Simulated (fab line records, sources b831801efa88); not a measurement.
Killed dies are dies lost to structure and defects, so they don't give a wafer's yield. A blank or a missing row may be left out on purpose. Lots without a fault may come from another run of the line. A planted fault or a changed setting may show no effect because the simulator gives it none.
fab line records | flow gf180mcu
record lots=6 wafers=18 last_day=34
route steps=602 shown TOP_METAL@571
lots that met no fault: from a run of the same line without faults
start_h: hours from the record's first day to the start of the lot's first wafer shown | wait_h: hours since the lot's step before | " the same as in the row above | L1.1+2: a row that stands for several wafers | - no value, or no start given | * or withheld: withheld | < > ~ a bound
route shown NAME@n: a module of which the file shows steps, and the number in the route of the first | usual: mean/standard deviation of fault-free wafers | same: alike in all rows | chamber/n: place in a boat | sites: the reading at each site | _std_site: their standard deviation | _edge_site: outer sites' mean less inner sites' | radius_mm: how far each site lies from the wafer's centre | mask NAME#n: copy n | behind: the tool/chamber that last shaped the wafer | hold: why the lot was held/for how many hours/how that ended | device: the transistor (n, p or np) that didn't switch | end of line: the same wafers' tests at the end of the route | a step without rows: its recipe alone | killed: dies lost to structure and defects at the first sort, not the wafer's yield | map: a wafer's dies, x killed, . not, _ none there
set.NAME: the setting as run; set.NAME@STEP: as run at that earlier step | model.NAME: the simulator's own value behind a step, which no gauge read
lots at some steps of the route; a table a step, a row a wafer
services: from which hour (start_h, from the record's first day; less than 0 if before it) a tool's chamber was out of use, for how many hours, and why
## steps
# step GF_TOP_METAL_SPUTTER_04
# recipe material=TiN target_thk_nm=25 power_w=6500 time_s=20.8 chamber_pressure_pa=0.4
# usual throttle_valve_pct=30.3/1.3
# columns lot.wafer tool chamber start_h wait_h throttle_valve_pct
L137.2 pvd_sputter-03 - 681.35 0.0 30.2
L137.3 " - " " 31.0
L137.5 " - " " 31.8
L139.1 pvd_sputter-02 - 700.48 0.0 31.1
L139.5 " - " " 31.1
L139.6 " - " " 27.8
L146.1 pvd_sputter-03 - 748.66 0.0 30.6
L146.3 " - " " 29.0
L146.5 " - " " 28.8
L149.2 pvd_sputter-02 - 759.77 0.0 31.0
L149.3 " - " " 27.9
L149.4 " - " " 31.9
L151.1 pvd_sputter-04 - 771.98 0.0 30.0
L151.2 " - " " 30.1
L151.6 " - " " 29.6
L152.2 pvd_sputter-03 - 778.79 0.0 28.7
L152.3 " - " " 31.2
L152.6 " - " " 30.5
# step GF_TOP_METAL_RS_MEAS_05
# recipe thk_meas_gauge=four-point-probe reads=TiN_of_TOP_METAL_SPUTTER_04+Ti_of_TOP_METAL_SPUTTER_03+AlCu_of_TOP_METAL_SPUTTER_02+TiN_of_TOP_METAL_SPUTTER_01+Ti_of_TOP_METAL_SPUTTER_00
# usual TOP_METAL_ALCU_RS=0.03267/0.00029
# columns lot.wafer tool chamber start_h wait_h TOP_METAL_ALCU_RS[ohm/sq]
L137.2 film_metro-02 - 681.40 0.0 0.03281
L137.3 " - " " 0.03237
L137.5 " - " " 0.03296
L139.1 film_metro-02 - 700.51 0.0 0.03317
L139.5 " - " " 0.03312
L139.6 " - " " 0.03295
L146.1 film_metro-03 - 748.69 0.0 0.03279
L146.3 " - " " 0.03266
L146.5 " - " " 0.03287
L149.2 film_metro-01 - 759.82 0.0 0.03274
L149.3 " - " " 0.03276
L149.4 " - " " 0.0325
L151.1 film_metro-03 - 772.01 0.0 0.03251
L151.2 " - " " 0.03252
L151.6 " - " " 0.0324
L152.2 film_metro-02 - 778.84 0.0 0.03269
L152.3 " - " " 0.03267
L152.6 " - " " 0.03277
# step GF_TOP_METAL_THK_MEAS_06
# recipe thk_meas_gauge=xrf reads=AlCu_of_TOP_METAL_SPUTTER_02
# usual TOP_METAL_ALCU_THK=895/11
# columns lot.wafer tool chamber start_h wait_h TOP_METAL_ALCU_THK[nm]
L137.2 film_metro-02 - 681.51 0.1 888
L137.3 " - " " 905
L137.5 " - " " 888
L139.1 film_metro-02 - 700.63 0.1 878
L139.5 " - " " 879
L139.6 " - " " 882
L146.1 film_metro-03 - 748.81 0.1 905
L146.3 " - " " 909
L146.5 " - " " 903
L149.2 film_metro-01 - 759.93 0.1 894
L149.3 " - " " 894
L149.4 " - " " 898
L151.1 film_metro-03 - 772.13 0.1 909
L151.2 " - " " 906
L151.6 " - " " 915
L152.2 film_metro-02 - 778.95 0.1 885
L152.3 " - " " 886
L152.6 " - " " 886
# step GF_TOP_METAL_DEHYDRATE_07
# recipe temp_c=200 time_s=60
# step GF_TOP_METAL_HMDS_08
# recipe prime_time_s=60 prime_temp_c=120
# step GF_TOP_METAL_COAT_09
# recipe resist=NOVOLAK spin_rpm=3000 resist_thk_nm=1500
# step GF_TOP_METAL_SOFTBAKE_10
# recipe temp_c=90 time_s=60 resist=NOVOLAK
# step GF_TOP_METAL_EXPOSE_11
# recipe mask_id=MetalTop target_cd_nm=440 na=0.6 source_shape=conventional sigma_outer=0.6 dose_mj=170
# step GF_TOP_METAL_PEB_12
# recipe temp_c=withheld time_s=* resist=NOVOLAK
# step GF_TOP_METAL_DEVELOP_13
# recipe develop_time_s=60 dev_temp_c=23
# step GF_TOP_METAL_CD_MEAS_14
# recipe target_cd_nm=440
# usual cd_nm=441.2/1.8
# columns lot.wafer tool chamber start_h wait_h cd_nm
L137.2 cd_sem-01 - 700.27 0.1 441.9
L137.3 " - " " 443.1
L137.5 " - " " 443.0
L139.1 cd_sem-01 - 718.18 0.1 445.4
L139.5 " - " " 442.1
L139.6 " - " " 443.0
L146.1 cd_sem-02 - 764.40 0.1 439.7
L146.3 " - " " 441.0
L146.5 " - " " 437.8
L149.2 cd_sem-02 - 775.51 0.1 441.9
L149.3 " - " " 441.2
L149.4 " - " " 441.3
L151.1 cd_sem-02 - 788.03 0.1 443.4
L151.2 " - " " 443.4
L151.6 " - " " 442.8
L152.2 cd_sem-02 - 793.95 0.1 441.5
L152.3 " - " " 441.8
L152.6 " - " " 441.7
# step GF_TOP_METAL_OVL_MEAS_15
# usual TOP_METAL_OVL=-0.4/1.4
# columns lot.wafer tool chamber start_h wait_h TOP_METAL_OVL[nm]
L137.2 overlay-02 - 700.37 0.1 1.1
L137.3 " - " " 0.6
L137.5 " - " " -0.9
L139.1 overlay-02 - 718.30 0.1 1.1
L139.5 " - " " 0.6
L139.6 " - " " -0.1
L146.1 overlay-01 - 764.52 0.1 -2.1
L146.3 " - " " -2.6
L146.5 " - " " 0.5
L149.2 overlay-01 - 775.62 0.1 -0.8
L149.3 " - " " -0.1
L149.4 " - " " -0.8
L151.1 overlay-02 - 788.15 0.1 1.7
L151.2 " - " " 1.9
L151.6 " - " " 0.6
L152.2 overlay-02 - 794.06 0.1 -0.7
L152.3 " - " " -0.6
L152.6 " - " " -1.5
# step GF_TOP_METAL_METAL_ETCH_16
# recipe chemistry=Cl2/BCl3 mask_material=NOVOLAK target_depth_nm=1077.5 stop_on=SiO2 pressure_mtorr=8 icp_w=800 bias_w=140 Cl2_flow_sccm=80 bcl3_flow_sccm=40 time_s=179.6
# usual drypump_motor_current_A=5.6/0.39 oes_product_au=0.967/0.0059 throttle_valve_pct=28.256/0.01
# columns lot.wafer tool chamber start_h wait_h drypump_motor_current_A oes_product_au rf_hours_counter_h throttle_valve_pct model.etch.depth_nm model.TOP_METAL.feature_depth_nm model.NOVOLAK_of_TOP_METAL_COAT_09.thk_nm
L137.2 rie_metal-02 1 700.40 0.0 6.0 0.974 11 28.269 1021 1021 1073
L137.3 " 0 " " 5.3 0.965 - 28.250 1032 1032 1066
L137.5 " 1 " " 6.0 0.966 - 28.246 1016 1016 1074
L139.1 rie_metal-03 0 718.34 0.0 5.4 0.956 5 28.268 1009 1009 1075
L139.5 " 0 " " 5.4 0.957 - 28.272 1015 1015 1074
L139.6 " 0 " " 5.4 0.955 - 28.254 1016 1016 1075
L146.1 rie_metal-01 1 764.55 0.0 5.2 0.957 3 28.264 1023 1023 1073
L146.3 " 1 " " 5.2 0.971 - 28.251 1024 1024 1067
L146.5 " 1 " " 5.2 0.965 - 28.253 1022 1022 1071
L149.2 rie_metal-01 0 775.65 0.0 6.2 0.904 9 28.333 900.1 900.1 1148
L149.3 " 0 " " 6.2 0.902 - 28.336 898.9 898.9 1147
L149.4 " 1 " " 5.2 0.899 - 28.337 901.8 901.8 1147
L151.1 rie_metal-01 1 788.19 0.0 5.2 0.899 5 28.313 904.9 904.9 1146
L151.2 " 0 " " 6.2 0.898 9 28.313 897.7 897.7 1149
L151.6 " 0 " " 6.2 0.887 - 28.321 899.4 899.4 1150
L152.2 rie_metal-03 0 794.09 0.0 5.4 0.962 11 28.263 1024 1024 1076
L152.3 " 1 " " 5.7 0.960 - 28.256 1025 1025 1075
L152.6 " 0 " " 5.4 0.963 - 28.243 1022 1022 1079
# step GF_TOP_METAL_STRIP_17
# recipe chemistry=O2/N2 power_w=1400 pressure_mtorr=1500 platen_temp_c=250 o2_flow_sccm=3000 n2_flow_sccm=300 overash_fraction=0.5
# usual drypump_motor_current_A=6.2/0.45 heater_power_w=315/22 oes_product_au=0.710/0.0044 strip_time_to_endpoint_s=13.49/0.067
# columns lot.wafer tool chamber start_h wait_h drypump_motor_current_A heater_power_w oes_product_au rf_hours_counter_h strip_time_to_endpoint_s
L137.2 plasma_asher-01 0 700.58 0.1 6.8 313 0.706 61 13.48
L137.3 " 1 " " 6.6 299 0.719 - 13.41
L137.5 " 0 " " 6.8 299 0.704 - 13.50
L139.1 plasma_asher-04 1 718.69 0.3 5.8 270 0.702 34 13.53
L139.5 " 1 " " 5.8 284 0.719 - 13.50
L139.6 " 0 " " 5.3 329 0.716 - 13.51
L146.1 plasma_asher-03 0 764.73 0.1 6.0 342 0.711 2 13.50
L146.3 " 1 " " 6.2 327 0.715 - 13.42
L146.5 " 0 " " 6.0 355 0.704 - 13.46
L149.2 plasma_asher-03 0 775.82 0.1 6.0 357 0.709 4 14.38
L149.3 " 1 " " 6.2 329 0.715 - 14.35
L149.4 " 0 " " 6.0 346 0.712 - 14.37
L151.1 plasma_asher-01 0 788.36 0.1 6.7 312 0.703 73 14.35
L151.2 " 1 " " 6.6 306 0.716 73 14.38
L151.6 " 0 " " 6.7 314 0.705 - 14.38
L152.2 plasma_asher-01 1 794.26 0.1 6.6 300 0.714 74 13.52
L152.3 " 1 " " 6.6 298 0.703 - 13.51
L152.6 " 1 " " 6.5 304 0.711 - 13.55
# step GF_TOP_METAL_STRIP_18
# recipe chemistry=post_etch_residue_remover time_s=1200 temp_c=72.5
## services
# columns tool chamber start_h hours kind
pvd_sputter-03 - 658.35 2.7 repair
rie_metal-03 1 666.18 109.9 repair
rie_metal-01 1 668.26 - clean
rie_metal-01 1 668.26 25.0 scheduled_down
rie_metal-01 1 668.26 25.0 vent_cycle
plasma_asher-01 - 677.47 2.8 pm
pvd_sputter-04 2 678.08 - consumable_replace:kit
rie_metal-01 - 687.58 1.4 repair
plasma_asher-03 - 733.75 9.0 pm
plasma_asher-03 0 733.75 9.0 vent_cycle
plasma_asher-03 1 733.75 9.0 vent_cycle
pvd_sputter-02 1 737.39 - consumable_replace:kit
pvd_sputter-02 1 737.39 18.0 scheduled_down
pvd_sputter-02 1 737.39 18.0 vent_cycle
plasma_asher-03 0 742.75 - clean
plasma_asher-03 1 742.75 - clean
rie_metal-03 0 744.58 12.5 repair
pvd_sputter-04 - 746.27 2.3 repair
pvd_sputter-04 - 746.49 14.2 repair
plasma_asher-03 - 751.11 7.5 repair
pvd_sputter-03 - 773.20 1.1 repair
pvd_sputter-03 3 778.82 - consumable_replace:kit
pvd_sputter-03 3 778.82 18.0 scheduled_down
pvd_sputter-03 3 778.82 18.0 vent_cycle
## key
first_sign step=GF_TOP_METAL_METAL_ETCH_16 reading=oes_product_au direction=down sigmas=12 usual=0.967 struck=0.898
effect step=GF_TOP_METAL_METAL_ETCH_16 reading=throttle_valve_pct direction=up sigmas=6.7 usual=28.256 struck=28.326
effect step=GF_TOP_METAL_STRIP_17 reading=strip_time_to_endpoint_s direction=up sigmas=13 usual=* struck=*
model_effect step=GF_TOP_METAL_METAL_ETCH_16 value=etch.depth_nm without=1027 struck=900.5
model_effect step=GF_PASSIVATION_PROBE_99 value=etest.nmos_3p3.short without=0 struck=1
met_at GF_TOP_METAL_METAL_ETCH_16
struck_wafers L149.2,L149.3,L149.4,L151.1,L151.2,L151.6
sort_left_out L149.2,L149.3,L149.4,L151.1,L151.2,L151.6
onset_between 764.55 775.65
fault kind=process_parameter_drift tool=rie_metal-01 chamber=- onset_h=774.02 steps=GF_TOP_METAL_METAL_ETCH_16 channel=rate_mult offset=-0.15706 shape=step end_h=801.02
# sort_left_out: the simulated sort isn't trusted on such a fault, so these wafers' sort isn't shown, and their yield isn't known
